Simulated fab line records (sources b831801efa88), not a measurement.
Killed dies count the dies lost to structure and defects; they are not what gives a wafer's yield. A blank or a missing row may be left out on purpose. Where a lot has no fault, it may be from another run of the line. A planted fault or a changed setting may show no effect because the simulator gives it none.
Matching of chambers	flow gf180mcu	pecvd-02 running GF_V3_CVD_02: 3 sister chambers
The step deposits SiO2 from TEOS, target thk 850 nm, time 94.851 s. 3 wafers are shown with their chamber, then 10 later ones without.

== WAFERS WITH THEIR CHAMBER ==
wafer	chamber	heater-power-w (W)
L080.4	1	890
L087.2	2	622
L087.5	0	618

== WAFERS WHOSE CHAMBER IS MISSING ==
wafer	heater-power-w (W)
L087.6	641
L091.1	680
L091.3	846
L091.4	725
L093.2	822
L093.3	661
L093.4	694
L097.1	750
L097.2	647
L097.3	539

== EACH ONE'S CHAMBER ==
wafer	from the rows above	in truth
L087.6	can't be placed: 2 or 0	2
L091.1	can't be placed: 2 or 0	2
L091.3	1	1
L091.4	can't be placed: 2 or 0 or 1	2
L093.2	can't be placed: 1 or 2 or 0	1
L093.3	can't be placed: 2 or 0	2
L093.4	can't be placed: 2 or 0 or 1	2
L097.1	can't be placed: 2 or 0 or 1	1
L097.2	can't be placed: 2 or 0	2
L097.3	can't be placed: 0 or 2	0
1 of 10 placed correctly. Can't be placed from these rows: 9 (the true chamber is among the candidates in 9). Wrongly placed: 0.
How it was worked out, from the rows above alone: a wafer's distance from a chamber is the root of the sum, over the readings, of the square of ((its reading less the chamber's mean) divided by the reading's scatter). If the next closest chamber is less than 2 further off than the closest, the wafer can't be placed; otherwise it belongs to the closest. A chamber's mean is the mean of its shown wafers. The scatter (one wafer shown for each chamber): square how far every hidden wafer sits from the nearest shown wafer, average those squares and take the square root.
